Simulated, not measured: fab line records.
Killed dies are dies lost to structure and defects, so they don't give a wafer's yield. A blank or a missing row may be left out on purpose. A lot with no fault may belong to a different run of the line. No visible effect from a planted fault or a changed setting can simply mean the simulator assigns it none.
fab line records + flow sky130
record
- lots=6
- wafers=16
- lastDay=49
route steps=708 shown VIA2@522 METAL3@532 CAPM@537
lots untouched by any fault: they come from a run of this same line in which no faults occurred
startH: hours from the record's opening day to when the first of the lot's shown wafers began + waitH: how many hours have passed since the lot's step before this one + " unchanged from the row above + L1.1+2: one row covering several wafers at once + - no value present, or no start provided + * or withheld: withheld + < > ~ a bound
route shown NAME@n: names a module that has steps shown in the file, with the first one's number in the route + usual: mean and standard deviation over wafers with no fault + same: alike in all rows + chamber/n: place in a boat + sites: readings site by site + _std_site: standard deviation across them + _edge_site: mean of outer sites minus mean of inner sites + radiusMm: how far each site lies from the wafer's centre + mask NAME#n: copy n + behind: the last tool/chamber to shape the wafer + hold: why the lot went on hold/how many hours it stayed there/how the hold came to an end + device: the n, p or np transistor that did not switch + end of line: tests run on the same wafers once the route is complete + a step given without rows: its recipe and nothing more + killed: the dies lost at the first sort to structure and to defects; this is not the yield of the wafer + map: the dies of a wafer, with x for killed, . for not killed, _ for no die there
set.NAME: the setting the step ran with; set.NAME@STEP: the setting that earlier step ran with + model.NAME: the simulator's own value behind a step, which no gauge read
lots at some steps of the route; a table a step, a row a wafer
services: the hour from which a tool's chamber was out of use, counted from the record's first day as startH (under 0 if before that day), plus the number of hours and why
## steps
# step SKY_VIA2_ETCH_15
# recipe
- target=SiO2
- chemistry=C4F8/O2/Ar
- targetDepthNm=546
- stopOn=TiN
- maskMaterial=KrF-thick
- sourceW=1500
- biasW=1200
- pressureMtorr=40
- c4f8FlowSccm=withheld
- O2_flow_sccm=6
- Ar_flow_sccm=300
- timeS=84
# usual
- biasW=1200/3.4
- chamberPressureMTorr=40.00/0.039
- oesProductAu=0.939/0.0052
| lot.wafer | tool       | chamber | startH | waitH | biasW | chamberPressureMTorr | oesProductAu | rfHoursCounterH |
|-----------|------------|---------|--------|-------|-------|----------------------|--------------|-----------------|
| L120.2    | rieDiel-04 | 2       | 916.44 | 0.0   | 1198  | 39.95                | 0.945        | 7               |
| L120.4    | "          | 3       | "      | "     | 1196  | 39.97                | 0.935        | 25              |
| L123.2    | rieDiel-03 | 1       | 925.25 | 0.0   | 1196  | 40.06                | 0.931        | 8               |
| L123.3    | "          | 1       | "      | "     | 1198  | 40.03                | 0.942        | -               |
| L125.1    | rieDiel-03 | 0       | 941.77 | 0.0   | 1198  | 40.01                | 0.937        | 19              |
| L125.4    | "          | 3       | "      | "     | 1199  | 39.95                | 0.938        | 16              |
| L125.6    | "          | 3       | "      | "     | 1197  | 39.99                | 0.940        | -               |
| L127.1    | rieDiel-04 | 3       | 955.87 | 0.0   | 1195  | 39.99                | 0.936        | 27              |
| L127.2    | "          | 2       | "      | "     | 1196  | 40.02                | 0.942        | 9               |
| L127.3    | "          | 0       | "      | "     | 1201  | 39.99                | 0.935        | 16              |
| L130.1    | rieDiel-04 | 1       | 973.98 | 0.0   | 1209  | 39.96                | 0.946        | 15              |
| L130.2    | "          | 0       | "      | "     | 1198  | 40.01                | 0.935        | 16              |
| L130.4    | "          | 0       | "      | "     | 1197  | 39.97                | 0.940        | -               |
| L132.1    | rieDiel-02 | 3       | 988.68 | 0.0   | 1200  | 40.05                | 0.932        | 10              |
| L132.3    | "          | 1       | "      | "     | 1203  | 40.02                | 0.940        | 9               |
| L132.5    | "          | 1       | "      | "     | 1207  | 39.94                | 0.929        | -               |
# step SKY_VIA2_STRIP_16
# recipe
- chemistry=O2/N2
- powerW=1400
- pressureMtorr=1500
- platenTempC=withheld
- o2FlowSccm=3000
- n2FlowSccm=300
- overashFraction=0.5
# step SKY_VIA2_STRIP_17
# recipe
- chemistry=postEtchResidueRemover
- timeS=1200
- tempC=72.5
# step SKY_VIA2_CLEAN_18
# recipe
- chemistry=IPA
- timeS=180
- tempC=25
# step SKY_VIA2_CLEAN_19
# recipe
- chemistry=O3/DIW
- dry=n2Spin
# step SKY_VIA2_SPUTTER_20
# recipe
- material=TiN
- targetThkNm=20
- chamberPressurePa=5
- powerW=4000
- timeS=80
# usual
- throttleValvePct=30.3/1.2
| lot.wafer | tool          | chamber | startH | waitH | throttleValvePct |
|-----------|---------------|---------|--------|-------|------------------|
| L120.2    | pvdSputter-03 | -       | 917.09 | 0.0   | 31.4             |
| L120.4    | "             | -       | "      | "     | 28.6             |
| L123.2    | pvdSputter-02 | -       | 925.98 | 0.0   | 28.1             |
| L123.3    | "             | -       | "      | "     | 30.0             |
| L125.1    | pvdSputter-01 | -       | 942.43 | 0.0   | 30.4             |
| L125.4    | "             | -       | "      | "     | 29.9             |
| L125.6    | "             | -       | "      | "     | 31.0             |
| L127.1    | pvdSputter-01 | -       | 956.54 | 0.0   | 31.2             |
| L127.2    | "             | -       | "      | "     | 29.7             |
| L127.3    | "             | -       | "      | "     | 32.1             |
| L130.1    | pvdSputter-03 | -       | 974.64 | 0.0   | 31.5             |
| L130.2    | "             | -       | "      | "     | 28.9             |
| L130.4    | "             | -       | "      | "     | 31.3             |
| L132.1    | pvdSputter-02 | -       | 989.35 | 0.0   | 30.0             |
| L132.3    | "             | -       | "      | "     | 30.0             |
| L132.5    | "             | -       | "      | "     | 29.9             |
# step SKY_VIA2_CVD_21
# recipe
- material=W
- targetThkNm=420
- timeS=126.4
- tempC=400
- pressureTorr=40
# step SKY_VIA2_RS_MEAS_22
# recipe
- thkMeasGauge=four-point-probe
- reads=W_of_VIA2_CVD_21+TiN_of_VIA2_SPUTTER_20
# usual
- VIA2_W_RS=0.270/0.0039
| lot.wafer | tool         | chamber | startH | waitH | VIA2_W_RS[ohm/sq] |
|-----------|--------------|---------|--------|-------|-------------------|
| L120.2    | filmMetro-04 | -       | 917.30 | 0.1   | 0.272             |
| L120.4    | "            | -       | "      | "     | 0.268             |
| L123.2    | filmMetro-03 | -       | 926.19 | 0.1   | 0.272             |
| L123.3    | "            | -       | "      | "     | 0.273             |
| L125.1    | filmMetro-04 | -       | 942.62 | 0.1   | 0.266             |
| L125.4    | "            | -       | "      | "     | 0.267             |
| L125.6    | "            | -       | "      | "     | 0.265             |
| L127.1    | filmMetro-01 | -       | 956.73 | 0.1   | 0.266             |
| L127.2    | "            | -       | "      | "     | 0.273             |
| L127.3    | "            | -       | "      | "     | 0.262             |
| L130.1    | filmMetro-01 | -       | 974.83 | 0.1   | 0.268             |
| L130.2    | "            | -       | "      | "     | 0.261             |
| L130.4    | "            | -       | "      | "     | 0.266             |
| L132.1    | filmMetro-01 | -       | 989.54 | 0.1   | 0.274             |
| L132.3    | "            | -       | "      | "     | 0.273             |
| L132.5    | "            | -       | "      | "     | 0.276             |
# step SKY_VIA2_THK_MEAS_23
# recipe
- thkMeasGauge=xrf
- reads=W_of_VIA2_CVD_21
# usual
- VIA2_W_THK=432/7.5
| lot.wafer | tool         | chamber | startH | waitH | VIA2_W_THK[nm] |
|-----------|--------------|---------|--------|-------|----------------|
| L120.2    | filmMetro-04 | -       | 917.41 | 0.1   | 428            |
| L120.4    | "            | -       | "      | "     | 434            |
| L123.2    | filmMetro-03 | -       | 926.30 | 0.1   | 423            |
| L123.3    | "            | -       | "      | "     | 425            |
| L125.1    | filmMetro-04 | -       | 942.74 | 0.1   | 435            |
| L125.4    | "            | -       | "      | "     | 436            |
| L125.6    | "            | -       | "      | "     | 434            |
| L127.1    | filmMetro-01 | -       | 956.85 | 0.1   | 441            |
| L127.2    | "            | -       | "      | "     | 430            |
| L127.3    | "            | -       | "      | "     | 442            |
| L130.1    | filmMetro-01 | -       | 974.95 | 0.1   | 437            |
| L130.2    | "            | -       | "      | "     | 449            |
| L130.4    | "            | -       | "      | "     | 444            |
| L132.1    | filmMetro-01 | -       | 989.66 | 0.1   | 427            |
| L132.3    | "            | -       | "      | "     | 424            |
| L132.5    | "            | -       | "      | "     | 423            |
# step SKY_VIA2_CMP_24
# recipe
- stopOn=SiO2
- tOverpolishS=20
- downForcePsi=3.5
- platenRpm=60
- targetThkNm=0
- padVelocityMS=0.94248
# usual
- motorCurrentA=10.7/1.3
- overpolishRunS=20.000/0.0093
- timeToEndpointS=101.7/3
| lot.wafer | tool   | chamber | startH | waitH | motorCurrentA | overpolishRunS | timeToEndpointS |
|-----------|--------|---------|--------|-------|---------------|----------------|-----------------|
| L120.2    | cmp-01 | 0       | 917.46 | 0.0   | 9.5           | 19.987         | 103.6           |
| L120.4    | "      | 3       | "      | "     | 10.5          | 20.014         | 102.2           |
| L123.2    | cmp-02 | 2       | 926.35 | 0.0   | 10.8          | 19.995         | 104.5           |
| L123.3    | "      | 0       | "      | "     | 11.1          | 19.997         | 105.9           |
| L125.1    | cmp-01 | 1       | 942.80 | 0.1   | 12.6          | 19.998         | 102.2           |
| L125.4    | "      | 2       | "      | "     | 9.2           | 20.000         | 103.2           |
| L125.6    | "      | 1       | "      | "     | 12.8          | 19.993         | 102.6           |
| L127.3    | cmp-02 | 0       | 956.91 | 0.0   | 10.7          | 20.002         | 105.7           |
| L127.1    | "      | 1       | "      | "     | 13.2          | 19.999         | 102.7           |
| L127.2    | "      | 3       | "      | "     | 9.6           | 20.006         | 99.7            |
| L130.2    | cmp-01 | 3       | 975.01 | 0.0   | 11.1          | 20.001         | 108.2           |
| L130.1    | "      | 1       | "      | "     | 12.5          | 20.000         | 101.3           |
| L130.4    | "      | 2       | "      | "     | 8.7           | 19.992         | 102.8           |
| L132.3    | cmp-01 | 2       | 989.77 | 0.1   | 9.2           | 20.005         | 97.6            |
| L132.1    | "      | 0       | "      | "     | 9.4           | 19.997         | 96.3            |
| L132.5    | "      | 1       | "      | "     | 12.2          | 19.995         | 98.6            |
# step SKY_METAL3_SPUTTER_00
# recipe
- material=Ti
- targetThkNm=15
- powerW=3000
- timeS=10
- chamberPressurePa=0.4
# usual
- throttleValvePct=30.1/1.1
| lot.wafer | tool          | chamber | startH | waitH | throttleValvePct |
|-----------|---------------|---------|--------|-------|------------------|
| L120.2    | pvdSputter-01 | -       | 917.76 | 0.2   | 32.4             |
| L120.4    | "             | -       | "      | "     | 30.0             |
| L123.2    | pvdSputter-01 | -       | 926.65 | 0.2   | 29.9             |
| L123.3    | "             | -       | "      | "     | 32.4             |
| L125.1    | pvdSputter-02 | -       | 943.10 | 0.2   | 27.8             |
| L125.4    | "             | -       | "      | "     | 30.0             |
| L125.6    | "             | -       | "      | "     | 29.7             |
| L127.1    | pvdSputter-04 | -       | 957.21 | 0.2   | 30.8             |
| L127.2    | "             | -       | "      | "     | 29.9             |
| L127.3    | "             | -       | "      | "     | 29.1             |
| L130.1    | pvdSputter-04 | -       | 975.31 | 0.1   | 30.0             |
| L130.2    | "             | -       | "      | "     | 30.7             |
| L130.4    | "             | -       | "      | "     | 30.2             |
| L132.1    | pvdSputter-01 | -       | 990.02 | 0.1   | 32.3             |
| L132.3    | "             | -       | "      | "     | 31.1             |
| L132.5    | "             | -       | "      | "     | 29.8             |
# step SKY_METAL3_SPUTTER_01
# recipe
- material=TiN
- targetThkNm=20
- powerW=6500
- timeS=16.7
- chamberPressurePa=0.4
# step SKY_METAL3_SPUTTER_02
# recipe
- material=AlCu
- targetThkNm=735
- powerW=10600
- timeS=39.1
- chamberPressurePa=0.4
# usual
- throttleValvePct=30.0/1
| lot.wafer | tool          | chamber | startH | waitH | throttleValvePct | model.AlCu_of_METAL3_SPUTTER_02.thkNm |
|-----------|---------------|---------|--------|-------|------------------|---------------------------------------|
| L120.2    | pvdSputter-01 | -       | 917.81 | 0.0   | 32.3             | 729                                   |
| L120.4    | "             | -       | "      | "     | 29.6             | 1166                                  |
| L123.2    | pvdSputter-01 | -       | 926.70 | 0.0   | 29.8             | 723.6                                 |
| L123.3    | "             | -       | "      | "     | 32.5             | 1161                                  |
| L125.1    | pvdSputter-02 | -       | 943.15 | 0.0   | 28.0             | 732.8                                 |
| L125.4    | "             | -       | "      | "     | 30.1             | 730.1                                 |
| L125.6    | "             | -       | "      | "     | 29.7             | 724.6                                 |
| L127.1    | pvdSputter-04 | -       | 957.26 | 0.0   | 30.9             | 724.9                                 |
| L127.2    | "             | -       | "      | "     | 30.0             | 725.7                                 |
| L127.3    | "             | -       | "      | "     | 29.1             | 724.5                                 |
| L130.1    | pvdSputter-04 | -       | 975.36 | 0.0   | 29.8             | 731.9                                 |
| L130.2    | "             | -       | "      | "     | 30.6             | 734.1                                 |
| L130.4    | "             | -       | "      | "     | 30.2             | 734.8                                 |
| L132.1    | pvdSputter-01 | -       | 990.06 | 0.0   | 32.4             | 737.3                                 |
| L132.3    | "             | -       | "      | "     | 31.2             | 739.1                                 |
| L132.5    | "             | -       | "      | "     | 29.7             | 739.3                                 |
# step SKY_METAL3_SPUTTER_03
# recipe
- material=Ti
- targetThkNm=5
- powerW=3000
- timeS=3.3
- chamberPressurePa=0.4
# step SKY_METAL3_SPUTTER_04
# recipe
- material=TiN
- targetThkNm=70
- powerW=6500
- timeS=58.3
- chamberPressurePa=0.4
# step SKY_CAPM_CVD_00
# recipe
- material=SiO2
- targetThkNm=15.5
- tempC=400
- timeS=withheld
- rfW=450
# step SKY_CAPM_THK_MEAS_01
# recipe
- reads=SiO2_of_CAPM_CVD_00
# usual
- CAPM_CVD_00_THK=15.49/0.21
| lot.wafer | tool         | chamber | startH | waitH | CAPM_CVD_00_THK[nm] |
|-----------|--------------|---------|--------|-------|---------------------|
| L120.2    | filmMetro-01 | -       | 917.95 | -     | 14.99               |
| L120.4    | "            | -       | "      | "     | 15.50               |
| L123.2    | filmMetro-01 | -       | 926.83 | -     | 15.20               |
| L123.3    | "            | -       | "      | "     | 15.30               |
| L125.1    | filmMetro-02 | -       | 943.27 | -     | 15.41               |
| L125.4    | "            | -       | "      | "     | 15.71               |
| L125.6    | "            | -       | "      | "     | 15.56               |
| L127.1    | filmMetro-01 | -       | 957.39 | -     | 15.53               |
| L127.2    | "            | -       | "      | "     | 15.11               |
| L127.3    | "            | -       | "      | "     | 15.16               |
| L130.1    | filmMetro-03 | -       | 975.49 | -     | 15.55               |
| L130.2    | "            | -       | "      | "     | 15.48               |
| L130.4    | "            | -       | "      | "     | 15.62               |
| L132.1    | filmMetro-01 | -       | 990.20 | -     | 15.37               |
| L132.3    | "            | -       | "      | "     | 15.48               |
| L132.5    | "            | -       | "      | "     | 15.57               |
# step SKY_CAPM_SPUTTER_02
# recipe
- material=TiN
- targetThkNm=200
- tempC=300
- powerW=6500
- timeS=166.7
- chamberPressurePa=0.4
# step SKY_CAPM_RS_MEAS_03
# recipe
- thkMeasGauge=four-point-probe
- reads=TiN_of_CAPM_SPUTTER_02
# usual
- CAPM_TIN_RS=6.88/0.075
| lot.wafer | tool         | chamber | startH | waitH | CAPM_TIN_RS[ohm/sq] |
|-----------|--------------|---------|--------|-------|---------------------|
| L120.2    | filmMetro-03 | -       | 918.13 | 0.1   | 6.81                |
| L120.4    | "            | -       | "      | "     | 6.81                |
| L123.2    | filmMetro-02 | -       | 927.01 | 0.1   | 6.85                |
| L123.3    | "            | -       | "      | "     | 6.94                |
| L125.1    | filmMetro-02 | -       | 943.44 | 0.1   | 6.93                |
| L125.4    | "            | -       | "      | "     | 6.95                |
| L125.6    | "            | -       | "      | "     | 6.93                |
| L127.1    | filmMetro-03 | -       | 957.56 | 0.1   | 6.88                |
| L127.2    | "            | -       | "      | "     | 6.88                |
| L127.3    | "            | -       | "      | "     | 6.88                |
| L130.1    | filmMetro-03 | -       | 975.66 | 0.1   | 6.91                |
| L130.2    | "            | -       | "      | "     | 6.87                |
| L130.4    | "            | -       | "      | "     | 6.86                |
| L132.1    | filmMetro-02 | -       | 990.37 | 0.1   | 6.80                |
| L132.3    | "            | -       | "      | "     | 6.82                |
| L132.5    | "            | -       | "      | "     | 6.77                |
# step SKY_CAPM_THK_MEAS_04
# recipe
- thkMeasGauge=xrf
- reads=TiN_of_CAPM_SPUTTER_02
# usual
- CAPM_TIN_THK=199.5/2.4
| lot.wafer | tool         | chamber | startH | waitH | CAPM_TIN_THK[nm] |
|-----------|--------------|---------|--------|-------|------------------|
| L120.2    | filmMetro-03 | -       | 918.24 | 0.1   | 201.8            |
| L120.4    | "            | -       | "      | "     | 202.3            |
| L123.2    | filmMetro-02 | -       | 927.12 | 0.1   | 200.9            |
| L123.3    | "            | -       | "      | "     | 198.8            |
| L125.1    | filmMetro-02 | -       | 943.56 | 0.1   | 196.7            |
| L125.4    | "            | -       | "      | "     | 198.3            |
| L125.6    | "            | -       | "      | "     | 197.1            |
| L127.1    | filmMetro-03 | -       | 957.68 | 0.1   | 200.9            |
| L127.2    | "            | -       | "      | "     | 200.3            |
| L127.3    | "            | -       | "      | "     | 200.6            |
| L130.1    | filmMetro-03 | -       | 975.78 | 0.1   | 199.1            |
| L130.2    | "            | -       | "      | "     | 198.4            |
| L130.4    | "            | -       | "      | "     | 199.2            |
| L132.1    | filmMetro-02 | -       | 990.49 | 0.1   | 201.8            |
| L132.3    | "            | -       | "      | "     | 201.7            |
| L132.5    | "            | -       | "      | "     | 202.3            |
# step SKY_CAPM_DEHYDRATE_05
# recipe
- tempC=200
- timeS=60
# step SKY_CAPM_HMDS_06
# recipe
- primeTimeS=60
- primeTempC=120
# step SKY_CAPM_COAT_07
# recipe
- resist=NOVOLAK
- spinRpm=3000
- resistThkNm=1140
# step SKY_CAPM_SOFTBAKE_08
# recipe
- tempC=90
- timeS=60
- resist=NOVOLAK
# step SKY_CAPM_EXPOSE_09
# recipe
- maskId=CAPM
- na=0.6
- sourceShape=conventional
- sigmaOuter=0.6
- polarization=unpolarized
- targetCdNm=1000
- doseMj=159
# step SKY_CAPM_PEB_10
# recipe
- tempC=withheld
- timeS=*
- resist=NOVOLAK
# step SKY_CAPM_DEVELOP_11
# recipe
- resist=NOVOLAK
- developer=TMAH
- developTimeS=60
- devTempC=23
# step SKY_CAPM_OVL_MEAS_12
# usual
- CAPM_OVL=0.3/1.5
| lot.wafer | tool       | chamber | startH  | waitH | CAPM_OVL[nm] |
|-----------|------------|---------|---------|-------|--------------|
| L120.2    | overlay-01 | -       | 942.24  | 0.1   | -0.3         |
| L120.4    | "          | -       | "       | "     | 1.3          |
| L123.2    | overlay-01 | -       | 951.73  | 0.1   | -2.4         |
| L123.3    | "          | -       | "       | "     | -0.9         |
| L125.1    | overlay-01 | -       | 968.02  | 0.1   | 0.8          |
| L125.4    | "          | -       | "       | "     | 1.3          |
| L125.6    | "          | -       | "       | "     | 0.4          |
| L127.1    | overlay-01 | -       | 981.57  | 0.1   | 0.4          |
| L127.2    | "          | -       | "       | "     | 0.3          |
| L127.3    | "          | -       | "       | "     | 1.4          |
| L130.1    | overlay-01 | -       | 998.98  | 0.1   | 2.0          |
| L130.2    | "          | -       | "       | "     | 0.3          |
| L130.4    | "          | -       | "       | "     | 2.7          |
| L132.1    | overlay-02 | -       | 1013.77 | 0.1   | 0.6          |
| L132.3    | "          | -       | "       | "     | 0.2          |
| L132.5    | "          | -       | "       | "     | 0.5          |
# step SKY_CAPM_METAL_ETCH_13
# recipe
- targetDepthNm=220
- stopOn=SiO2
- chemistry=Cl2/BCl3
- target=TiN
- pressureMtorr=10
- icpW=900
- biasW=48.5
- Cl2_flow_sccm=60
- bcl3FlowSccm=30
- timeS=62.9
# step SKY_CAPM_STRIP_14
# recipe
- chemistry=O2/N2
- powerW=1400
- pressureMtorr=1500
- platenTempC=withheld
- o2FlowSccm=3000
- n2FlowSccm=300
- overashFraction=0.5
# usual
- chamberPressureMTorr=1500.0/1.5
- drypumpMotorCurrentA=5.49/0.28
- oesProductAu=0.711/0.0045
- stripTimeToEndpointS=12.66/0.046
# same
- overashFraction=0.5
| lot.wafer | tool           | chamber | startH  | waitH | chamberPressureMTorr | drypumpMotorCurrentA | oesProductAu | rfHoursCounterH | stripTimeToEndpointS |
|-----------|----------------|---------|---------|-------|----------------------|----------------------|--------------|-----------------|----------------------|
| L120.2    | plasmaAsher-01 | 1       | 942.34  | 0.1   | 1501.9               | 5.57                 | 0.711        | 112             | 12.76                |
| L120.4    | "              | 1       | "       | "     | 1498.7               | 5.55                 | 0.711        | -               | 12.66                |
| L123.2    | plasmaAsher-02 | 1       | 951.84  | 0.1   | 1501.8               | 5.08                 | 0.721        | 52              | 12.68                |
| L123.3    | "              | 0       | "       | "     | 1498.5               | 5.88                 | 0.707        | -               | 12.76                |
| L125.1    | plasmaAsher-01 | 1       | 968.14  | 0.1   | 1499.0               | 5.56                 | 0.709        | 115             | 12.56                |
| L125.4    | "              | 1       | "       | "     | 1500.7               | 5.52                 | 0.702        | -               | 12.63                |
| L125.6    | "              | 0       | "       | "     | 1501.5               | 5.34                 | 0.717        | -               | 12.62                |
| L127.1    | plasmaAsher-01 | 0       | 981.69  | 0.1   | 1501.1               | 5.32                 | 0.710        | 116             | 12.68                |
| L127.2    | "              | 1       | "       | "     | 1500.4               | 5.56                 | 0.715        | 116             | 12.65                |
| L127.3    | "              | 0       | "       | "     | 1500.4               | 5.32                 | 0.708        | -               | 12.63                |
| L130.1    | plasmaAsher-01 | 1       | 999.09  | 0.1   | 1501.1               | 5.54                 | 0.708        | 118             | 12.68                |
| L130.2    | "              | 0       | "       | "     | 1500.1               | 5.29                 | 0.704        | 118             | 12.65                |
| L130.4    | "              | 1       | "       | "     | 1500.9               | 5.56                 | 0.712        | -               | 12.71                |
| L132.1    | plasmaAsher-03 | 1       | 1013.89 | 0.1   | 1497.4               | 5.46                 | 0.708        | 27              | 12.69                |
| L132.3    | "              | 1       | "       | "     | 1500.8               | 5.48                 | 0.707        | -               | 12.73                |
| L132.5    | "              | 1       | "       | "     | 1499.1               | 5.47                 | 0.713        | -               | 12.71                |
# step SKY_CAPM_STRIP_15
# recipe
- chemistry=postEtchResidueRemover
- timeS=1200
- tempC=72.5
# step SKY_CAPM_CLEAN_16
# recipe
- chemistry=IPA
- timeS=180
- tempC=25
# step SKY_CAPM_CLEAN_17
# recipe
- chemistry=O3/DIW
- dry=n2Spin
# step SKY_METAL3_DEHYDRATE_05
# recipe
- tempC=200
- timeS=60
# step SKY_METAL3_HMDS_06
# recipe
- primeTimeS=60
- primeTempC=120
# step SKY_METAL3_COAT_07
# recipe
- resist=BARC
- tempC=withheld
- timeS=withheld
- spinRpm=3000
- resistThkNm=60
# step SKY_METAL3_COAT_08
# recipe
- resist=KrF-thick
- spinRpm=3000
- resistThkNm=1140
# step SKY_METAL3_SOFTBAKE_09
# recipe
- tempC=100
- timeS=90
- resist=KrF-thick
# step SKY_METAL3_EXPOSE_10
# recipe
- maskId=MM3
- na=0.68
- sourceShape=annular
- sigmaInner=0.4
- sigmaOuter=0.8
- targetCdNm=300
- doseMj=28
# step SKY_METAL3_PEB_11
# recipe
- pebTempC=withheld
- pebTimeS=withheld
- resist=KrF-thick
# step SKY_METAL3_DEVELOP_12
# recipe
- developTimeS=60
- resist=KrF-thick
- devTempC=21
# step SKY_METAL3_CD_MEAS_13
# recipe
- targetCdNm=300
# usual
- cdNm=300.0/1.5
| lot.wafer | tool     | chamber | startH  | waitH | cdNm  |
|-----------|----------|---------|---------|-------|-------|
| L120.2    | cdSem-02 | -       | 967.06  | -     | 299.9 |
| L120.4    | "        | -       | "       | "     | 301.6 |
| L123.2    | cdSem-02 | -       | 976.28  | -     | 304.6 |
| L123.3    | "        | -       | "       | "     | 302.7 |
| L125.1    | cdSem-02 | -       | 992.69  | -     | 300.7 |
| L125.4    | "        | -       | "       | "     | 300.5 |
| L125.6    | "        | -       | "       | "     | 298.8 |
| L127.1    | cdSem-02 | -       | 1005.53 | -     | 299.5 |
| L127.2    | "        | -       | "       | "     | 298.6 |
| L127.3    | "        | -       | "       | "     | 298.0 |
| L130.1    | cdSem-01 | -       | 1022.31 | -     | 301.6 |
| L130.2    | "        | -       | "       | "     | 301.6 |
| L130.4    | "        | -       | "       | "     | 301.4 |
| L132.1    | cdSem-02 | -       | 1036.43 | -     | 302.1 |
| L132.3    | "        | -       | "       | "     | 301.0 |
| L132.5    | "        | -       | "       | "     | 302.4 |
# step SKY_METAL3_METAL_ETCH_18
# recipe
- targetDepthA=8450
- stopOn=SiO2
- overEtchFrac=0.3
- timeS=183.1
- chemistry=Cl2/BCl3
- resistSidewallDeg=88
- pressureMtorr=10
- icpW=900
- biasW=48.5
- Cl2_flow_sccm=60
- bcl3FlowSccm=30
# usual
- biasW=48.49/0.15
- chamberPressureMTorr=9.999/0.009
- drypumpMotorCurrentA=5.9/0.55
- oesProductAu=0.863/0.0059
- throttleValvePct=22.263/0.0095
| lot.wafer | tool        | chamber | startH  | waitH | biasW | chamberPressureMTorr | drypumpMotorCurrentA | oesProductAu | rfHoursCounterH | throttleValvePct |
|-----------|-------------|---------|---------|-------|-------|----------------------|----------------------|--------------|-----------------|------------------|
| L120.2    | rieMetal-04 | 0       | 967.34  | 0.0   | 48.26 | 10.007               | 6.5                  | 0.865        | 14              | 22.258           |
| L120.4    | "           | 1       | "       | "     | 48.41 | 10.001               | 4.9                  | 1.020        | -               | 22.278           |
| L123.2    | rieMetal-04 | 0       | 976.56  | 0.0   | 48.47 | 10.014               | 6.5                  | 0.853        | 15              | 22.269           |
| L123.3    | "           | 0       | "       | "     | 48.45 | 9.991                | 6.5                  | 0.991        | -               | 22.276           |
| L125.1    | rieMetal-04 | 1       | 992.99  | 0.0   | 48.22 | 9.998                | 4.9                  | 0.859        | 20              | 22.258           |
| L125.4    | "           | 1       | "       | "     | 48.52 | 9.992                | 4.9                  | 0.862        | -               | 22.275           |
| L125.6    | "           | 0       | "       | "     | 48.69 | 10.008               | 6.6                  | 0.865        | -               | 22.257           |
| L127.1    | rieMetal-04 | 0       | 1005.84 | 0.0   | 48.47 | 9.989                | 6.5                  | 0.859        | 17              | 22.261           |
| L127.2    | "           | 1       | "       | "     | 48.07 | 9.976                | 4.9                  | 0.859        | 21              | 22.270           |
| L127.3    | "           | 1       | "       | "     | 48.70 | 9.997                | 4.9                  | 0.859        | -               | 22.239           |
| L130.1    | rieMetal-02 | 1       | 1022.61 | 0.0   | 48.41 | 9.999                | 6.1                  | 0.867        | 18              | 22.263           |
| L130.2    | "           | 0       | "       | "     | 48.51 | 10.011               | 6.0                  | 0.864        | 8               | 22.272           |
| L130.4    | "           | 1       | "       | "     | 48.64 | 10.007               | 6.1                  | 0.860        | -               | 22.267           |
| L132.1    | rieMetal-04 | 0       | 1036.74 | 0.0   | 48.38 | 9.987                | 6.5                  | 0.875        | 19              | 22.258           |
| L132.3    | "           | 0       | "       | "     | 48.14 | 10.001               | 6.5                  | 0.860        | -               | 22.271           |
| L132.5    | "           | 1       | "       | "     | 48.68 | 9.991                | 4.9                  | 0.874        | -               | 22.278           |
## services
| tool           | chamber | startH  | hours | kind                  |
|----------------|---------|---------|-------|-----------------------|
| plasmaAsher-01 | -       | 896.91  | 1.6   | repair                |
| plasmaAsher-02 | -       | 897.58  | 1.9   | repair                |
| cmp-02         | -       | 901.54  | 4.7   | pm                    |
| cmp-01         | -       | 912.21  | 4.0   | pm                    |
| rieDiel-04     | 0       | 913.14  | 2.5   | repair                |
| pvdSputter-04  | -       | 913.38  | 1.6   | repair                |
| rieMetal-04    | 1       | 914.32  | 2.2   | repair                |
| rieDiel-03     | 0       | 924.36  | 2.7   | repair                |
| rieDiel-03     | 3       | 925.08  | 7.8   | repair                |
| rieDiel-03     | 2       | 926.69  | 11.7  | repair                |
| pvdSputter-01  | -       | 929.35  | 4.1   | repair                |
| rieMetal-04    | 0       | 939.56  | 8.2   | repair                |
| pvdSputter-01  | 0       | 943.36  | -     | consumableReplace:kit |
| pvdSputter-01  | 0       | 943.36  | 18.0  | scheduledDown         |
| cmp-02         | -       | 952.26  | 1.2   | repair                |
| pvdSputter-02  | -       | 965.01  | 2.7   | repair                |
| rieDiel-04     | 2       | 971.29  | 7.3   | repair                |
| cmp-01         | -       | 984.01  | 0.5   | repair                |
| plasmaAsher-03 | -       | 990.13  | 15.6  | pm                    |
| cmp-01         | -       | 994.52  | 0.3   | repair                |
| cmp-02         | -       | 997.77  | 0.5   | repair                |
| cmp-01         | -       | 1008.67 | 18.0  | pm                    |
| pvdSputter-04  | -       | 1010.48 | 1.7   | repair                |
| pvdSputter-01  | -       | 1016.94 | 1.3   | repair                |
## key
firstSign
- step=SKY_METAL3_METAL_ETCH_18
- reading=oesProductAu
- direction=up
- sigmas=24
- usual=0.863
- struck=1.005
effect none on later readings
modelEffect
- step=SKY_METAL3_SPUTTER_02
- value=AlCu_of_METAL3_SPUTTER_02.thkNm
- without=726.6
- struck=1164
metAt SKY_METAL3_SPUTTER_02
struckWafers L120.4,L123.3
laterRowsLeftOut L120.4,L123.3
sortLeftOut L120.4,L123.3
fault
- kind=processParameterDrift
- tool=pvdSputter-01
- chamber=-
- onsetH=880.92
- steps=SKY_METAL3_SPUTTER_02
- channel=targetThkNm
- offset=437.15
- shape=step
- endH=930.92
- scope=struckWafersOnly
- actsIn=theseRecipesOnly
- stated=735
# sortLeftOut: the simulated sort isn't trusted on such a fault, so these wafers' sort isn't shown, and their yield isn't known
# laterRowsLeftOut: the simulator's readings of these wafers behind a module that went badly wrong aren't trusted and aren't shown, but for the sort
